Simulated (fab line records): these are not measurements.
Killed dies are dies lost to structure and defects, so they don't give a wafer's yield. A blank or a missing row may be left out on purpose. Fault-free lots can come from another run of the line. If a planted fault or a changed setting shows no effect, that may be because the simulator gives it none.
A lot that was struck, set against a sound lot | flow sky130 | 15 steps out of a route of 708
Sound: the wafers L147.1, L147.2, L147.5. Struck: wafers L151.1, L151.3, L151.4. The cause comes at the end.
Order at every step that has rows: each side's tool, ch and its chambers, its first start. Under that, the readings that differ: sound wafers | struck wafers | difference of the means | sigmas: that difference in standard deviations of wafers without a fault.
alike: same words and numbers on both sides, and readings whose means sit less than 2 such deviations apart. not compared: any withheld reading, any reading some wafer has no value for, any bound like >300 that may hide the same value, and any number with overlapping values for which the record gives no deviation.
A row with sigmas, a row that says differs or no value, or rows on one side alone: a step with any of these is where the two part. Numbers that have no deviation but don't overlap get no sigmas and don't part them. Lack of a reading on every wafer of one side parts them only where that side has two or more wafers.

first, 3 steps without rows for these wafers: SKY_PASSIVATION_EXPOSE_08 (exposes mask NSM, target cd 3000 nm); SKY_PASSIVATION_PEB_09; SKY_PASSIVATION_DEVELOP_10 (develop time 60 s).
SKY_PASSIVATION_ETCH_11: etches the open film in CF4/O2, stops on AlCu, target depth 725 nm, time 161.1 s.
  sound on rie_diel-02 ch 1,2, day 47 02:11; struck on rie_diel-02 ch 1,2,3, day 47 20:05
  alike: drypump_motor_current_A, oes_product_au, rf_fwd_power_W, throttle_valve_pct
  not compared: rf_hours_counter_h
SKY_PASSIVATION_STRIP_12: strips in O2/N2.
  sound on plasma_asher-03 ch 0,1, day 47 02:17; struck on plasma_asher-01 ch 0,1, day 47 20:11
  reading                      | sound             | struck            | difference | sigmas
  strip_time_to_endpoint_s (s) | 31.38 31.32 31.29 | 31.55 31.85 31.55 | +0.32      | +2
  alike: drypump_motor_current_A, oes_product_au
  not compared: rf_hours_counter_h
then, 7 steps without rows for these wafers: SKY_PAD_OPEN_DEHYDRATE_00 (time 60 s); SKY_PAD_OPEN_HMDS_01 (prime time 60 s); SKY_PAD_OPEN_COAT_02 (resist thk 3000 nm); SKY_PAD_OPEN_SOFTBAKE_03; SKY_PAD_OPEN_EXPOSE_04 (exposes mask PDM, target cd 60000 nm); SKY_PAD_OPEN_PEB_05; SKY_PAD_OPEN_DEVELOP_06 (develop time 60 s).
SKY_PAD_OPEN_ETCH_07: etches the open film in CF4/O2, stops on AlCu, target depth 725 nm, time 161.1 s.
  sound on rie_diel-01 ch 0,1,3, day 47 21:47; struck on rie_diel-01 ch 0,1,3, day 48 14:47
  reading            | sound             | struck            | difference | sigmas
  rf_fwd_power_W (W) | 795.9 795.6 793.8 | 925.6 925.5 925.9 | +130.6     | +50
  alike: drypump_motor_current_A, oes_product_au, throttle_valve_pct
  not compared: rf_hours_counter_h
SKY_PAD_OPEN_STRIP_08: strips in O2/N2.
  sound on plasma_asher-04 ch 0,1, day 47 21:53; struck on plasma_asher-03 ch 0,1, day 48 14:53
  alike: drypump_motor_current_A, oes_product_au
  not compared: rf_hours_counter_h
SKY_PAD_OPEN_PROBE_99:
  rows exist in the record for the struck wafers here (prober-01, day 48 17:06), but not for the sound ones

== WHERE THEY PART ==
First at SKY_PASSIVATION_STRIP_12; last, within this record, at SKY_PAD_OPEN_PROBE_99.

WHY: the cause the simulator had injected
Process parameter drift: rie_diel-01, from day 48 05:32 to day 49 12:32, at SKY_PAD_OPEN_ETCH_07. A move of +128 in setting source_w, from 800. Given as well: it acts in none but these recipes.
